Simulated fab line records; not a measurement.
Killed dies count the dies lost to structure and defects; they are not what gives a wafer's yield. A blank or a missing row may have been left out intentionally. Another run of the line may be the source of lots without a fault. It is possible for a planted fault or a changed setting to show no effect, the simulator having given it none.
Matching of chambers :: flow sky130 :: rie diel-01 running SKY_CONTACT_ETCH_17: 4 sister chambers
The step etches SiO2 in C4F8/O2/Ar, stops on Si3N4, target depth 340 nm. 7 wafers are shown with their chamber, then 7 later ones without.

WAFERS PAIRED WITH THEIR CHAMBERS
wafer: L659.1
chamber: 3
oes product au (a.u.): 0.883
bias w (W): 1197

wafer: L661.2
chamber: 3
oes product au (a.u.): 0.890
bias w (W): 1201

wafer: L666.1
chamber: 0
oes product au (a.u.): 0.889
bias w (W): 1194

wafer: L667.1
chamber: 2
oes product au (a.u.): 0.892
bias w (W): 1205

wafer: L667.4
chamber: 2
oes product au (a.u.): 0.884
bias w (W): 1206

wafer: L668.1
chamber: 1
oes product au (a.u.): 0.890
bias w (W): 1201

wafer: L668.4
chamber: 1
oes product au (a.u.): 0.896
bias w (W): 1204

WAFERS WITHOUT THEIR CHAMBER
wafer: L668.6
oes product au (a.u.): 0.894
bias w (W): 1197

wafer: L678.1
oes product au (a.u.): 0.891
bias w (W): 1197

wafer: L678.5
oes product au (a.u.): 0.885
bias w (W): 1199

wafer: L678.6
oes product au (a.u.): 0.883
bias w (W): 1193

wafer: L682.1
oes product au (a.u.): 0.887
bias w (W): 1199

wafer: L682.5
oes product au (a.u.): 0.890
bias w (W): 1204

wafer: L682.6
oes product au (a.u.): 0.897
bias w (W): 1201

CHAMBER TAKEN BY EACH
wafer: L668.6
from the rows above: can't be placed: 0 or 3 or 1
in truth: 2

wafer: L678.1
from the rows above: can't be placed: 3 or 0 or 1
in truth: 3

wafer: L678.5
from the rows above: 3
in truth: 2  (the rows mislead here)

wafer: L678.6
from the rows above: can't be placed: 0 or 3
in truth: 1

wafer: L682.1
from the rows above: can't be placed: 3 or 1
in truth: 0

wafer: L682.5
from the rows above: can't be placed: 2 or 1 or 3
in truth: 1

wafer: L682.6
from the rows above: can't be placed: 1 or 3 or 2
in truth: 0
Correctly placed: 0 of 7. Can't be placed from these rows: 6 (the true chamber is among the candidates in 2). Wrongly placed: 1.
How it was worked out, from the rows above alone: a wafer's distance from a chamber is the root of the sum, over the readings, of the square of ((its reading less the chamber's mean) divided by the reading's scatter). If the next closest chamber is less than 2 further off than the closest, the wafer can't be placed; otherwise it belongs to the closest. For every chamber, the mean is computed from those of its wafers that are shown. The scatter: the root of (the sum of the squares of (reading less its chamber's mean) over the shown wafers, divided by (wafers less chambers)).
